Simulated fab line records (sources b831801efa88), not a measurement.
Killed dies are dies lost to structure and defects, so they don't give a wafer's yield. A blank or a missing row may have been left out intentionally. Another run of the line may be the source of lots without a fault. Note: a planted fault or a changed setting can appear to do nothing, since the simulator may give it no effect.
The tool behind it: which one? | flow gf180mcu | 14 lots, 42 wafers sampled, at 2 steps of a route of 602

== WHAT THE GAUGES READ, wafer by wafer ==
GF_M1_OVL_MEAS_15.
lot  | measured     | on         | M1_OVL (nm)
L711 | day 17 04:41 | overlay-02 | -5 -4 -1
L712 | day 17 07:58 | overlay-01 | -10 -3 -7
L713 | day 17 19:04 | overlay-01 | -8 -9 0
L714 | day 18 04:28 | overlay-01 | -1 -5 -4
L717 | day 19 11:46 | overlay-02 | 3 -9 -10
L716 | day 19 12:43 | overlay-02 | 0 -14 -3
L718 | day 19 21:43 | overlay-01 | 1 1 2
L719 | day 20 05:05 | overlay-01 | -7 -9 -10
L723 | day 21 19:53 | overlay-02 | -4 -12 -8
L724 | day 22 10:12 | overlay-02 | -7 -5 2
L731 | day 24 06:37 | overlay-02 | -1 -6 -10
L730 | day 24 12:46 | overlay-01 | 0 2 -4
L732 | day 24 18:53 | overlay-02 | -11 4 -9
L734 | day 25 09:09 | overlay-02 | -4 -4 -3

== TOOL THAT RAN EACH LOT (tool first, then ch and the chambers of the sampled wafers, then the start) ==
lot  | GF_HV_LDD_IMPLANT_21
L711 | implanter-04 ch 0, day 10 22:05
L712 | implanter-03 ch 0, day 11 01:20
L713 | implanter-04 ch 0, day 11 10:26
L714 | implanter-01 ch 0, day 11 15:04
L717 | implanter-01 ch 0, day 12 18:15
L716 | implanter-01 ch 0, day 12 19:14
L718 | implanter-03 ch 0, day 13 03:55
L719 | implanter-04 ch 0, day 13 08:58
L723 | implanter-01 ch 0, day 14 19:09
L724 | implanter-01 ch 0, day 15 02:23
L731 | implanter-04 ch 0, day 17 04:20
L730 | implanter-03 ch 0, day 17 05:42
L732 | implanter-04 ch 0, day 17 13:50
L734 | implanter-04 ch 0, day 18 06:35
- GF_HV_LDD_IMPLANT_21

== AS READ BY THE TOOLS THEMSELVES (means over the sampled wafers that have a number; for cases with no such wafer, the mark the record gives instead) ==
GF_HV_LDD_IMPLANT_21.
lot  | tool         | beam energy keV | dose ions cm2
L711 | implanter-04 | 24.996          | 5e+13
L712 | implanter-03 | 25.002          | 5e+13
L713 | implanter-04 | 24.997          | 5e+13
L714 | implanter-01 | 24.995          | 5e+13
L717 | implanter-01 | 25.011          | 5e+13
L716 | implanter-01 | 25.005          | 5e+13
L718 | implanter-03 | 25.000          | 5e+13
L719 | implanter-04 | 25.003          | 5e+13
L723 | implanter-01 | 24.999          | 5e+13
L724 | implanter-01 | 25.006          | 5e+13
L731 | implanter-04 | 25.005          | 5e+13
L730 | implanter-03 | 24.996          | 5e+13
L732 | implanter-04 | 24.996          | 5e+13
L734 | implanter-04 | 25.001          | 5e+13

== THE ANSWER, worked out from the rows above alone ==
Rule: the lots themselves supply what counts as usual. Put in order of their means at a reading, lots are off if they are a third of the lots or fewer, leave a main group of 4 or more, and stand apart from it by a gap of 3 or more times the standard deviation of the main group's means; of several such gaps the widest counts. A main group whose means are all the same, to the digits that the tables above print for the reading, isn't used. Also off: a lot with no number at a reading for which 4 or more lots have one. The other lots that the step has rows for count as sound. The gauges are gone through in route order, then the tools' own readings, and for those a lot's mean is taken as printed above. At the first step where some lot is off, the reading lying furthest off is the one used; lots without a number count as furthest.
Nothing can be told from this: no lot is off at any reading shown.

== WHAT THE SIMULATOR HAD INSERTED ==
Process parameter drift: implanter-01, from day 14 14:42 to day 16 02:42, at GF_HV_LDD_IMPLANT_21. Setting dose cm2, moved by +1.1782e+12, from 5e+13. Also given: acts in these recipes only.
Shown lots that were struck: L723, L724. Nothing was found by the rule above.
